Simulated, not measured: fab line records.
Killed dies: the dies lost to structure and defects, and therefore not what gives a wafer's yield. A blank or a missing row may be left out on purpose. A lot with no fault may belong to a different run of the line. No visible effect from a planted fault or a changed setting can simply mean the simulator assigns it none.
Matching of chambers / flow sky130 / SKY_POLY_CUT_ETCH_10 on rie-diel-03: 4 sister chambers
The step etches BARC in N2/H2, stops on SiO2, time 45.9 s, target depth 60 nm. 14 wafers are shown with their chamber, then 7 later ones without.

== WAFERS WITH THEIR CHAMBER ==
wafer=L511.3; chamber=1; oes-product-au (a.u.)=0.850; throttle-valve-pct (%)=13.229
wafer=L511.5; chamber=2; oes-product-au (a.u.)=0.857; throttle-valve-pct (%)=13.229
wafer=L511.6; chamber=1; oes-product-au (a.u.)=0.851; throttle-valve-pct (%)=13.220
wafer=L512.1; chamber=1; oes-product-au (a.u.)=0.855; throttle-valve-pct (%)=13.222
wafer=L512.2; chamber=2; oes-product-au (a.u.)=0.857; throttle-valve-pct (%)=13.229
wafer=L512.5; chamber=1; oes-product-au (a.u.)=0.858; throttle-valve-pct (%)=13.226
wafer=L522.1; chamber=1; oes-product-au (a.u.)=0.854; throttle-valve-pct (%)=13.214
wafer=L522.2; chamber=3; oes-product-au (a.u.)=0.852; throttle-valve-pct (%)=13.244
wafer=L522.3; chamber=0; oes-product-au (a.u.)=0.852; throttle-valve-pct (%)=13.222
wafer=L523.3; chamber=1; oes-product-au (a.u.)=0.856; throttle-valve-pct (%)=13.223
wafer=L523.4; chamber=3; oes-product-au (a.u.)=0.856; throttle-valve-pct (%)=13.224
wafer=L523.6; chamber=2; oes-product-au (a.u.)=0.858; throttle-valve-pct (%)=13.232
wafer=L527.1; chamber=0; oes-product-au (a.u.)=0.852; throttle-valve-pct (%)=13.227
wafer=L527.2; chamber=3; oes-product-au (a.u.)=0.846; throttle-valve-pct (%)=13.241

SIGNATURES (averages over the wafers above)
reading=oes-product-au; chamber 0=0.85200; chamber 1=0.85400; chamber 2=0.85733; chamber 3=0.85133; scatter within a chamber=0.00312
reading=throttle-valve-pct; chamber 0=13.22450; chamber 1=13.22233; chamber 2=13.23000; chamber 3=13.23633; scatter within a chamber=0.0062
Rule: for a wafer and a chamber, the distance is found by dividing, reading by reading, the gap between the wafer's reading and the chamber's mean by the reading's scatter, squaring, summing and taking the root. The wafer belongs to the nearest chamber; if the next one is less than 2 further off, it can't be placed. The scatter is the square root of a quotient: the sum, over the shown wafers, of each reading's squared deviation from its chamber's mean, divided by wafers minus chambers.

== WAFERS WITH NO CHAMBER GIVEN ==
wafer=L527.5; oes-product-au (a.u.)=0.851; throttle-valve-pct (%)=13.217
wafer=L529.2; oes-product-au (a.u.)=0.846; throttle-valve-pct (%)=13.226
wafer=L529.5; oes-product-au (a.u.)=0.854; throttle-valve-pct (%)=13.221
wafer=L529.6; oes-product-au (a.u.)=0.854; throttle-valve-pct (%)=13.227
wafer=L534.2; oes-product-au (a.u.)=0.863; throttle-valve-pct (%)=13.232
wafer=L534.3; oes-product-au (a.u.)=0.860; throttle-valve-pct (%)=13.227
wafer=L534.4; oes-product-au (a.u.)=0.852; throttle-valve-pct (%)=13.230

== WHICH CHAMBER EACH WENT THROUGH ==
wafer=L527.5; from the rows above=can't be placed: 0 or 1 or 2 or 3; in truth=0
wafer=L529.2; from the rows above=can't be placed: 0 or 3 or 1 or 2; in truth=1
wafer=L529.5; from the rows above=can't be placed: 1 or 0 or 2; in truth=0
wafer=L529.6; from the rows above=can't be placed: 1 or 0 or 2 or 3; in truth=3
wafer=L534.2; from the rows above=can't be placed: 2 or 1 or 0 or 3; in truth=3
wafer=L534.3; from the rows above=can't be placed: 2 or 1 or 0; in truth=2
wafer=L534.4; from the rows above=can't be placed: 0 or 3 or 1 or 2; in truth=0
0 of 7 placed correctly. Unplaceable from these rows: 7, with the true chamber sitting among the candidates in 7. 0 placed wrongly.
